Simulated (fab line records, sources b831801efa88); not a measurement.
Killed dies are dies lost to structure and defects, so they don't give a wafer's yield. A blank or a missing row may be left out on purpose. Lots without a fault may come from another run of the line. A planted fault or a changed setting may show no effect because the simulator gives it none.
fab line records | flow sky130
record lots=6 wafers=16 last_day=50
route steps=708 shown LOCAL_INTERCONNECT@396 CONTACT@406 PAD_OPEN@708
lots that met no fault: from a run of the same line without faults
start_h: hours from the record's first day to the start of the lot's first wafer shown | wait_h: hours since the lot's step before | " the same as in the row above | L1.1+2: a row that stands for several wafers | - no value, or no start given | * or withheld: withheld | < > ~ a bound
route shown NAME@n: a module of which the file shows steps, and the number in the route of the first | usual: mean/standard deviation of fault-free wafers | same: alike in all rows | chamber/n: place in a boat | sites: the reading at each site | _std_site: their standard deviation | _edge_site: outer sites' mean less inner sites' | radius_mm: how far each site lies from the wafer's centre | mask NAME#n: copy n | behind: the tool/chamber that last shaped the wafer | hold: why the lot was held/for how many hours/how that ended | device: the transistor (n, p or np) that didn't switch | end of line: the same wafers' tests at the end of the route | a step without rows: its recipe alone | killed: dies lost to structure and defects at the first sort, not the wafer's yield | map: a wafer's dies, x killed, . not, _ none there
set.NAME: the setting as run; set.NAME@STEP: as run at that earlier step | model.NAME: the simulator's own value behind a step, which no gauge read
lots at some steps of the route; a table a step, a row a wafer
services: from which hour (start_h, from the record's first day; less than 0 if before it) a tool's chamber was out of use, for how many hours, and why
## steps
# step SKY_LOCAL_INTERCONNECT_PEB_09
# recipe peb_temp_c=withheld peb_time_s=withheld resist=KrF-thick
# step SKY_LOCAL_INTERCONNECT_DEVELOP_10
# recipe develop_time_s=60 resist=KrF-thick dev_temp_c=21
# step SKY_LOCAL_INTERCONNECT_CD_MEAS_11
# recipe target_cd_nm=170
# usual cd_nm=170.1/1.5
# columns lot.wafer tool chamber start_h wait_h cd_nm
L982.2 cd_sem-02 - 723.29 - 170.0
L982.4 " - " " 170.0
L982.5 " - " " 171.1
L983.3 cd_sem-02 - 746.96 - 170.7
L983.4 " - " " 169.3
L983.6 " - " " 168.5
L985.2 cd_sem-02 - 757.29 - 170.3
L985.5 " - " " 170.7
L985.6 " - " " 170.4
L994.1 cd_sem-01 - 818.97 - 170.7
L994.4 " - " " 171.9
L996.1 cd_sem-01 - 838.73 - 169.0
L996.2 " - " " 168.6
L101.1 cd_sem-01 - 869.53 - 168.9
L101.3 " - " " 169.2
L101.5 " - " " 170.4
# step SKY_LOCAL_INTERCONNECT_OVL_MEAS_12
# usual LOCAL_INTERCONNECT_OVL=-4/5.4
# columns lot.wafer tool chamber start_h wait_h LOCAL_INTERCONNECT_OVL[nm]
L982.2 overlay-01 - 723.39 0.1 6
L982.4 " - " " 0
L982.5 " - " " 0
L983.3 overlay-01 - 747.05 0.1 2
L983.4 " - " " -11
L983.6 " - " " -9
L985.2 overlay-02 - 757.39 0.1 -11
L985.5 " - " " -9
L985.6 " - " " -3
L994.1 overlay-01 - 819.09 0.1 -16
L994.4 " - " " -8
L996.1 overlay-01 - 838.85 0.1 -2
L996.2 " - " " -8
L101.1 overlay-02 - 869.65 0.1 -1
L101.3 " - " " -8
L101.5 " - " " -6
# step SKY_LOCAL_INTERCONNECT_ETCH_13
# recipe chemistry=N2/H2 target=BARC ion_energy_ev=200 bias_w=100 pressure_mtorr=30 n2_flow_sccm=100 h2_flow_sccm=200 icp_w=500 stop_on=SiO2 time_s=45.9 target_depth_a=600
# usual drypump_motor_current_A=5.65/0.2 oes_product_au=0.855/0.0048 throttle_valve_pct=13.226/0.009
# columns lot.wafer tool chamber start_h wait_h drypump_motor_current_A oes_product_au rf_hours_counter_h throttle_valve_pct
L982.2 rie_metal-03 0 723.42 0.0 5.81 0.857 12 13.225
L982.4 " 0 " " 5.79 0.862 - 13.227
L982.5 " 1 " " 5.55 0.852 - 13.221
L983.3 rie_metal-03 0 747.09 0.0 5.82 0.856 - 13.235
L983.4 " 1 " " 5.53 0.849 - 13.224
L983.6 " 0 " " 5.80 0.863 - 13.239
L985.2 rie_metal-02 0 757.42 0.0 5.98 0.853 9 13.223
L985.5 " 1 " " 5.69 0.851 - 13.223
L985.6 " 0 " " 5.98 0.853 - 13.230
L994.1 rie_metal-03 0 819.12 0.0 5.81 0.856 16 13.219
L994.4 " 0 " " 5.80 0.860 - 13.226
L996.1 rie_metal-02 1 838.89 0.0 5.72 0.856 0 13.232
L996.2 " 0 " " 5.97 0.856 11 13.232
L101.1 rie_metal-01 0 869.69 0.0 5.31 0.859 13 13.230
L101.3 " 1 " " 5.69 0.855 - 13.243
L101.5 " 1 " " 5.70 0.853 - 13.239
# step SKY_LOCAL_INTERCONNECT_METAL_ETCH_14
# recipe target_depth_nm=110 stop_on=PSG chemistry=Cl2/BCl3 target=TiN resist_sidewall_deg=88 pressure_mtorr=10 icp_w=900 bias_w=48.5 Cl2_flow_sccm=60 bcl3_flow_sccm=30 time_s=31.4
# usual drypump_motor_current_A=5.64/0.2 mfc_cl2_sccm=60.00/0.2 oes_product_au=0.944/0.0073 throttle_valve_pct=21.900/0.0093
# columns lot.wafer tool chamber start_h wait_h drypump_motor_current_A mfc_cl2_sccm oes_product_au rf_hours_counter_h throttle_valve_pct
L982.2 rie_metal-03 0 723.49 0.0 5.80 59.86 0.953 12 21.904
L982.4 " 0 " " 5.78 59.69 0.929 - 21.920
L982.5 " 1 " " 5.53 60.34 0.940 - 21.896
L983.3 rie_metal-03 0 747.15 0.0 5.78 60.04 0.933 - 21.919
L983.4 " 1 " " 5.51 60.02 0.940 - 21.907
L983.6 " 0 " " 5.78 60.00 0.934 - 21.902
L985.2 rie_metal-02 0 757.49 0.0 5.96 60.01 0.942 9 21.913
L985.5 " 1 " " 5.68 60.14 0.948 - 21.897
L985.6 " 0 " " 6.02 60.02 0.938 - 21.907
L994.1 rie_metal-03 0 819.19 0.0 5.82 60.04 0.945 16 21.892
L994.4 " 0 " " 5.78 60.32 0.955 - 21.904
L996.1 rie_metal-02 1 838.95 0.0 5.70 60.13 0.943 0 21.899
L996.2 " 0 " " 5.93 59.93 0.948 11 21.895
L101.1 rie_metal-01 0 869.75 0.0 5.32 59.89 0.926 13 21.887
L101.3 " 1 " " 5.70 59.85 0.947 - 21.903
L101.5 " 1 " " 5.70 60.08 0.949 - 21.897
# step SKY_LOCAL_INTERCONNECT_STRIP_15
# recipe chemistry=O2/N2 power_w=1400 pressure_mtorr=1500 platen_temp_c=withheld o2_flow_sccm=3000 n2_flow_sccm=300 overash_fraction=0.5
# usual drypump_motor_current_A=5.9/0.58 oes_product_au=0.427/0.0047 strip_time_to_endpoint_s=4.724/0.023
# columns lot.wafer tool chamber start_h wait_h drypump_motor_current_A oes_product_au rf_hours_counter_h strip_time_to_endpoint_s
L982.2 plasma_asher-03 0 723.54 0.0 6.5 0.420 90 4.748
L982.4 " 0 " " 6.5 0.436 - 4.753
L982.5 " 0 " " 6.5 0.430 - 4.745
L983.3 plasma_asher-03 0 747.22 0.1 6.5 0.432 - 4.723
L983.4 " 1 " " 5.3 0.431 - 4.715
L983.6 " 0 " " 6.4 0.423 - 4.729
L985.2 plasma_asher-01 0 757.54 0.0 6.6 0.429 62 4.741
L985.5 " 1 " " 5.4 0.426 - 4.778
L985.6 " 0 " " 6.6 0.436 - 4.741
L994.1 plasma_asher-03 0 819.24 0.0 6.5 0.427 100 4.752
L994.4 " 0 " " 6.5 0.437 - 4.739
L996.1 plasma_asher-04 1 839.00 0.0 5.3 0.431 9 4.752
L996.2 " 0 " " 5.3 0.420 9 4.729
L101.1 plasma_asher-03 1 869.80 0.0 5.3 0.420 104 4.709
L101.3 " 0 " " 6.4 0.429 - 4.762
L101.5 " 0 " " 6.4 0.428 - 4.750
# step SKY_LOCAL_INTERCONNECT_STRIP_16
# recipe chemistry=post_etch_residue_remover time_s=1200 temp_c=72.5
# step SKY_LOCAL_INTERCONNECT_CLEAN_17
# recipe chemistry=IPA time_s=180 temp_c=25
# step SKY_LOCAL_INTERCONNECT_CLEAN_18
# recipe chemistry=O3/DIW dry=n2_spin
# step SKY_CONTACT_CVD_00
# recipe material=Si3N4 target_thk_nm=75 temp_c=400 time_s=withheld rf_w=450
# usual heater_power_outer_w=441/84 heater_power_w=746/140
# columns lot.wafer tool chamber start_h wait_h heater_power_outer_w heater_power_w
L982.2 pecvd-01 1 724.17 0.0 319 547
L982.4 " 2 " " 334 607
L982.5 " 0 " " 415 762
L983.3 pecvd-03 0 747.78 0.0 426 790
L983.4 " 2 " " 572 983
L983.6 " 1 " " 621 1030
L985.2 pecvd-01 0 758.16 0.0 419 770
L985.5 " 0 " " 431 776
L985.6 " 1 " " 407 646
L994.1 pecvd-03 1 819.87 0.0 628 1008
L994.4 " 2 " " 576 1012
L996.1 pecvd-02 0 839.59 0.0 427 656
L996.2 " 1 " " 398 682
L101.1 pecvd-03 2 870.40 0.0 483 861
L101.3 " 0 " " 441 804
L101.5 " 1 " " 572 916
# step SKY_CONTACT_THK_MEAS_01
# recipe reads=Si3N4_of_CONTACT_CVD_00
# usual CONTACT_CVD_00_THK=74.6/1.1
# columns lot.wafer tool chamber start_h wait_h CONTACT_CVD_00_THK[nm]
L982.2 film_metro-04 - 724.21 - 74.4
L982.4 " - " " 75.4
L982.5 " - " " 75.8
L983.3 film_metro-02 - 747.83 - 75.5
L983.4 " - " " 76.0
L983.6 " - " " 72.7
L985.2 film_metro-04 - 758.20 - 73.5
L985.5 " - " " 75.3
L985.6 " - " " 75.4
L994.1 film_metro-01 - 819.90 - 72.6
L994.4 " - " " 74.3
L996.1 film_metro-02 - 839.63 - 72.6
L996.2 " - " " 72.4
L101.1 film_metro-04 - 870.44 - 74.1
L101.3 " - " " 74.6
L101.5 " - " " 75.0
# step SKY_CONTACT_HDPCVD_02
# recipe material=SiO2 target_thk_nm=565 sigma_open_frac=0.3 time_s=94.2 temp_c=600 sih4_flow_sccm=60 pressure_mtorr=6
# usual run_length_s=122.4/0.45
# columns lot.wafer tool chamber start_h wait_h run_length_s model.SiO2_of_CONTACT_HDPCVD_02.thk_nm
L982.2 hdpcvd-02 0 724.26 0.0 121.7 562.3
L982.4 " 1 " " 122.0 564.7
L982.5 " 0 " " 121.7 561.6
L983.3 hdpcvd-02 1 747.87 0.0 122.5 563.5
L983.4 " 0 " " 121.9 556
L983.6 " 2 " " 122.5 579.7
L985.2 hdpcvd-01 0 758.25 0.0 122.6 570.5
L985.5 " 2 " " 122.3 557.3
L985.6 " 0 " " 122.5 574
L994.1 hdpcvd-01 2 819.96 0.1 122.3 558.5
L994.4 " 2 " " 97.3 411.1
L996.1 hdpcvd-01 2 839.69 0.1 122.2 557.8
L996.2 " 1 " " 97.4 402.3
L101.1 hdpcvd-02 1 870.50 0.1 122.1 566.1
L101.3 " 2 " " 122.5 575.1
L101.5 " 1 " " 122.1 571.8
# step SKY_CONTACT_THK_MEAS_03
# recipe reads=SiO2_of_CONTACT_HDPCVD_02
# usual CONTACT_HDPCVD_THK=563/9
# columns lot.wafer tool chamber start_h wait_h hold CONTACT_HDPCVD_THK[nm]
L982.2 film_metro-01 - 724.34 0.0 - 563
L982.4 " - " " - 564
L982.5 " - " " - 561
L983.3 film_metro-01 - 747.96 0.1 - 563
L983.4 " - " " - 556
L983.6 " - " " - 580
L985.2 film_metro-02 - 758.33 0.0 - 571
L985.5 " - " " - 557
L985.6 " - " " - 574
L994.1 film_metro-02 - 820.03 0.0 await_dispo/0.2h/release 558
L994.4 " - " " await_dispo/0.2h/release 411
L994.1 film_metro-02 - 820.28 0.2 - 559
L994.4 " - " " - 411
L996.1 film_metro-01 - 839.76 0.0 await_dispo/0.2h/release 558
L996.2 " - " " await_dispo/0.2h/release 402
L996.1 film_metro-01 - 839.98 0.2 - 558
L996.2 " - " " - 402
L101.1 film_metro-01 - 870.57 0.0 - 566
L101.3 " - " " - 575
L101.5 " - " " - 572
# step SKY_CONTACT_CMP_04
# recipe material=SiO2 down_force_psi=4 platen_rpm=60 pad_velocity_m_s=0.94248
# usual edge_zone_pressure_frac=1.000/0.0048 motor_current_A=11.5/0.86 slurry_filter_dp_kPa=13.50/0.15 time_to_endpoint_s=84/5.7
# columns lot.wafer tool chamber start_h wait_h hold edge_zone_pressure_frac motor_current_A slurry_filter_dp_kPa time_to_endpoint_s
L982.4 cmp-01 0 724.39 0.0 - 1.002 11.6 13.59 85
L982.2 " 1 " " - 0.997 10.0 13.50 85
L982.5 " 1 " " - 0.998 10.2 13.59 86
L983.3 cmp-02 1 748.00 0.0 - 1.004 11.7 13.53 92
L983.4 " 3 " " - 1.004 11.7 13.39 90
L983.6 " 1 " " - 1.009 12.2 13.32 94
L985.2 cmp-02 2 758.48 0.1 - 1.005 12.2 13.24 83
L985.5 " 0 " " - 0.999 10.2 13.51 73
L985.6 " 1 " " - 0.996 12.1 13.57 91
L994.1 cmp-02 3 827.26 7.0 await_dispo/6.9h/release 0.993 11.6 13.46 91
L994.4 " 2 " " await_dispo/6.9h/release 1.001 12.2 13.23 29
L996.1 cmp-01 0 840.74 0.8 await_dispo/0.7h/release 1.007 12.6 13.59 84
L996.2 " 1 " " await_dispo/0.7h/release 0.994 10.2 13.52 28
L101.3 cmp-02 3 870.63 0.0 - 1.006 11.4 13.58 92
L101.1 " 1 " " - 0.996 12.2 13.38 92
L101.5 " 0 " " - 0.998 10.5 13.70 84
# step SKY_CONTACT_BOW_MEAS_05
# recipe mode=bow
# usual CONTACT_BOW=80/6.4
# columns lot.wafer tool chamber start_h wait_h CONTACT_BOW[um]
L982.2 film_metro-04 - 724.71 0.2 84
L982.4 " - " " 76
L982.5 " - " " 82
L983.3 film_metro-01 - 748.34 0.3 84
L983.4 " - " " 75
L983.6 " - " " 76
L985.2 film_metro-02 - 758.70 0.2 74
L985.5 " - " " 80
L985.6 " - " " 82
L994.1 film_metro-02 - 827.56 0.2 94
L994.4 " - " " 85
L996.1 film_metro-01 - 841.11 0.3 85
L996.2 " - " " 83
L101.1 film_metro-04 - 870.93 0.1 70
L101.3 " - " " 82
L101.5 " - " " 67
# step SKY_PAD_OPEN_PROBE_99
# usual killed_at_M0_to_M3=42/6.1 killed_at_M4_up=3.4/2 killed_at_contacts=23/4.8 killed_at_front_end=15/3.8 killed_at_other=0.3/0.48 killed_dies=84/8.5 killed_open=46/6.8 killed_short=38/6.2
# same gross_dies=492 killed_at_back_side=0
# columns lot.wafer tool chamber start_h wait_h hold killed_at_M0_to_M3 killed_at_M4_up killed_at_contacts killed_at_front_end killed_at_other killed_dies killed_open killed_short model.etest.met1_comb.leak_log10_a_um
L982.2 prober-02 - 1089.94 0.1 - 48 5 21 21 1 96 40 56 -11.99
L982.4 prober-02 - 1090.04 0.2 - 45 6 22 11 0 84 44 40 -11.92
L982.5 prober-02 - 1090.09 0.2 - 32 2 34 15 0 83 47 36 -11.96
L983.3 prober-01 - 1110.64 0.2 - 49 3 29 23 0 104 62 42 -11.95
L983.4 prober-01 - 1110.69 0.2 - 41 4 29 16 1 91 58 33 -12.12
L983.6 prober-01 - 1110.79 0.2 - 54 7 17 14 0 92 49 43 -12.05
L985.2 prober-01 - 1116.99 0.1 - 41 4 28 13 0 86 43 43 -11.91
L985.5 prober-01 - 1117.14 0.2 - 32 3 24 13 0 72 39 32 -12.03
L985.6 prober-01 - 1117.19 0.2 - 37 6 24 13 0 80 34 46 -11.92
L994.1 prober-02 - 1162.62 0.1 await_dispo/3.8h/release 42 2 27 20 0 91 50 41 -12.1
L994.4 prober-02 - 1162.77 0.2 await_dispo/3.8h/release 46 3 21 20 1 91 53 38 -11.87
L996.1 prober-02 - 1172.82 0.1 await_dispo/3.3h/release 40 5 23 15 0 83 41 42 -11.96
L996.2 prober-02 - 1172.87 0.1 await_dispo/3.3h/release 47 5 15 13 0 80 45 35 -11.38
L101.1 prober-02 - 1194.33 0.1 - 41 8 21 13 0 83 45 38 -12.12
L101.3 prober-02 - 1194.43 0.2 - 54 6 19 11 0 90 44 46 -11.92
L101.5 prober-02 - 1194.53 0.2 - 44 3 14 17 0 78 40 38 -11.97
# killed by level:class
L982.2 METAL1:geometric_particle:short=11 POLY_GATE:geometric_particle:short=8 VIA2:geometric_particle:open=8 VIA1:geometric_particle:short=8 LI_CONTACT:geometric_particle:open=6 METAL2:geometric_particle:short=6 CONTACT:geometric_particle:open=6 VIA1:geometric_particle:open=6
L982.4 CONTACT:geometric_particle:open=9 VIA1:geometric_particle:open=9 VIA3:geometric_particle:open=8 METAL2:geometric_particle:short=6 METAL1:geometric_particle:short=6 LOCAL_INTERCONNECT:geometric_particle:short=5 FIELD_ISO:geometric_particle:short=4 LI_CONTACT:geometric_particle:open=4
L982.5 CONTACT:geometric_particle:open=14 METAL2:geometric_particle:short=8 LI_CONTACT:geometric_particle:open=8 LI_CONTACT:geometric_particle:short=5 VIA3:geometric_particle:open=5 POLY_GATE:geometric_particle:short=4 VIA2:geometric_particle:open=4 FIELD_ISO:geometric_particle:short=3
L983.3 CONTACT:geometric_particle:open=14 VIA1:geometric_particle:open=14 LI_CONTACT:geometric_particle:open=8 FIELD_ISO:geometric_particle:short=7 FIELD_ISO:geometric_particle:open=6 VIA1:geometric_particle:short=6 POLY_GATE:geometric_particle:open=6 VIA2:geometric_particle:open=5
L983.4 VIA1:geometric_particle:open=14 CONTACT:geometric_particle:open=11 LI_CONTACT:geometric_particle:open=6 CONTACT:geometric_particle:short=6 VIA3:geometric_particle:open=6 POLY_GATE:geometric_particle:open=5 FIELD_ISO:geometric_particle:open=4 FIELD_ISO:geometric_particle:short=4
L983.6 VIA1:geometric_particle:open=18 METAL1:geometric_particle:short=7 POLY_GATE:geometric_particle:open=6 LI_CONTACT:geometric_particle:open=6 METAL4:geometric_particle:short=6 VIA1:geometric_particle:short=5 VIA3:geometric_particle:open=5 METAL2:geometric_particle:short=4
L985.2 CONTACT:geometric_particle:open=11 METAL2:geometric_particle:short=7 VIA3:geometric_particle:open=7 LI_CONTACT:geometric_particle:open=6 CONTACT:geometric_particle:short=6 METAL1:geometric_particle:short=6 METAL3:geometric_particle:short=6 VIA1:geometric_particle:open=5
L985.5 VIA1:geometric_particle:open=11 LI_CONTACT:geometric_particle:open=7 CONTACT:geometric_particle:short=6 CONTACT:geometric_particle:open=5 FIELD_ISO:geometric_particle:short=4 POLY_GATE:geometric_particle:open=4 VIA1:geometric_particle:short=4 VIA3:geometric_particle:open=4
L985.6 VIA1:geometric_particle:open=9 CONTACT:geometric_particle:open=8 METAL2:geometric_particle:short=8 CONTACT:geometric_particle:short=6 METAL4:geometric_particle:short=6 POLY_GATE:geometric_particle:short=5 LI_CONTACT:geometric_particle:short=4 VIA2:geometric_particle:open=4
L994.1 CONTACT:geometric_particle:open=11 VIA1:geometric_particle:open=9 METAL1:geometric_particle:short=7 FIELD_ISO:geometric_particle:short=6 POLY_GATE:geometric_particle:short=6 CONTACT:geometric_particle:short=6 LI_CONTACT:geometric_particle:open=6 VIA2:geometric_particle:open=6
L994.4 VIA1:geometric_particle:open=12 VIA3:geometric_particle:open=9 VIA2:geometric_particle:open=8 FIELD_ISO:geometric_particle:open=7 CONTACT:geometric_particle:short=6 POLY_GATE:geometric_particle:short=5 METAL2:geometric_particle:short=5 LOCAL_INTERCONNECT:geometric_particle:short=4
L996.1 VIA1:geometric_particle:open=11 METAL1:geometric_particle:short=7 LI_CONTACT:geometric_particle:open=6 VIA2:geometric_particle:open=6 CONTACT:geometric_particle:short=5 CONTACT:geometric_particle:open=5 METAL4:geometric_particle:short=5 SPACER:geometric_particle:short=4
L996.2 VIA1:geometric_particle:open=15 LI_CONTACT:geometric_particle:open=6 CONTACT:geometric_particle:open=5 METAL2:geometric_particle:short=5 VIA2:geometric_particle:open=5 METAL1:geometric_particle:short=4 VIA1:geometric_particle:short=4 VIA3:geometric_particle:short=4
L101.1 VIA1:geometric_particle:open=9 VIA3:geometric_particle:open=7 LI_CONTACT:geometric_particle:open=6 CONTACT:geometric_particle:short=6 CONTACT:geometric_particle:open=6 VIA2:geometric_particle:open=6 FIELD_ISO:geometric_particle:short=5 POLY_GATE:geometric_particle:short=5
L101.3 VIA3:geometric_particle:open=13 METAL1:geometric_particle:short=8 METAL2:geometric_particle:short=8 VIA1:geometric_particle:open=7 VIA2:geometric_particle:open=7 VIA1:geometric_particle:short=6 CONTACT:geometric_particle:open=5 LOCAL_INTERCONNECT:geometric_particle:short=5
L101.5 VIA1:geometric_particle:open=10 VIA2:geometric_particle:open=8 VIA3:geometric_particle:open=6 CONTACT:geometric_particle:open=6 METAL1:geometric_particle:short=5 METAL2:geometric_particle:short=5 FIELD_ISO:geometric_particle:short=4 POLY_GATE:geometric_particle:open=4
# map L994.1 (x killed, . not)
__________....xx.x.x_________
________...x....xx...x_______
______x.x..x.........x.._____
_____x.x........x........____
____xx...x.x...x.x.......x___
___x...........x...xxxxx..x__
__....x...........x........._
_...x..........x.....x....x.x
_......x.x....x..x...x.......
_.x..x........x..............
_.x....x..x....x.........xx..
_x..x....x.x.xx.........x....
_....x..x.....x....xx........
_........x.....x......x.....x
_x.......x.......x.........x.
__....x.....x....x.x..x....._
___...................xx..x__
____..............x.....x.___
_____........x.......xx..____
______...xxx............_____
________x....x........_______
__________....x.x..._________
# map L996.1 (x killed, . not)
__________.....x...._________
________.....x........_______
______................x._____
_____.......x.......xxxx.____
____.....xx.....x........x___
___.x...x.xx...x....x..x.x.__
__....x.x..x.......x....x..._
_xx.....xx.xx.........x.x...x
_....xx...x.x...x..x.......x.
_.......x...........x........
_.xx..x......x...xx..........
_x.....x.x.x............x...x
_.................x.x....x...
_.........x..................
_........x.x.x.......x.......
__......x....x.....x..xx...x_
___x.x........x..x....x....__
____.xx...x.....x.xx...x..___
_____....................____
______................x._____
________.............._______
__________.....x...._________
## services
# columns tool chamber start_h hours kind
pecvd-02 - 701.06 2.8 pm
plasma_asher-04 - 702.76 2.8 pm
cmp-01 - 714.32 6.7 pm
plasma_asher-01 - 719.23 14.6 pm
cmp-01 - 721.88 2.1 repair
plasma_asher-01 - 733.80 2.8 pm
rie_metal-02 1 741.22 14.1 repair
rie_metal-01 - 743.29 0.3 repair
cmp-02 - 744.00 4.0 pm
cmp-01 - 754.79 1.3 repair
rie_metal-03 - 755.92 0.2 repair
rie_metal-01 0 767.54 4.8 repair
plasma_asher-03 - 768.12 8.2 repair
plasma_asher-03 - 783.98 2.8 pm
cmp-02 - 790.68 0.4 repair
rie_metal-02 - 794.70 14.6 pm
rie_metal-01 - 794.96 4.0 pm
cmp-01 - 802.97 4.3 repair
cmp-02 - 815.23 2.9 pm
rie_metal-03 1 826.69 6.6 repair
cmp-02 - 844.32 3.1 repair
cmp-01 - 853.38 0.8 repair
cmp-01 - 860.90 0.3 repair
rie_metal-01 - 864.21 2.8 pm
## key
first_sign step=SKY_CONTACT_HDPCVD_02 reading=run_length_s direction=down sigmas=56 usual=* struck=*
effect step=SKY_CONTACT_THK_MEAS_03 reading=visit direction=added
effect step=SKY_CONTACT_THK_MEAS_03 reading=CONTACT_HDPCVD_THK direction=down sigmas=17 usual=563 struck=407
effect step=SKY_CONTACT_CMP_04 reading=time_to_endpoint_s direction=down sigmas=9.9 usual=* struck=*
effect step=SKY_PAD_OPEN_PROBE_99 reading=hold direction=added
model_effect step=SKY_CONTACT_HDPCVD_02 value=SiO2_of_CONTACT_HDPCVD_02.thk_nm without=558.1 struck=406.7
model_effect step=SKY_PAD_OPEN_PROBE_99 value=etest.met1_comb.leak_log10_a_um without=-12 struck=-11.62
met_at SKY_CONTACT_HDPCVD_02
struck_wafers L994.4,L996.2
tester_left_out L994,L996
onset_between 758.25 819.96
fault kind=process_parameter_drift tool=hdpcvd-01 chamber=- onset_h=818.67 steps=SKY_CONTACT_HDPCVD_02 channel=time_s offset=* shape=step end_h=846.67 scope=struck_wafers_only acts_in=* stated=*
# tester_left_out: of these lots the tester's yield and bins aren't shown, on N5 and GAA mostly nor the transistor test; their killed dies are dies lost to structure and defects alone, not to doping, threshold or leakage, so they don't give the yield
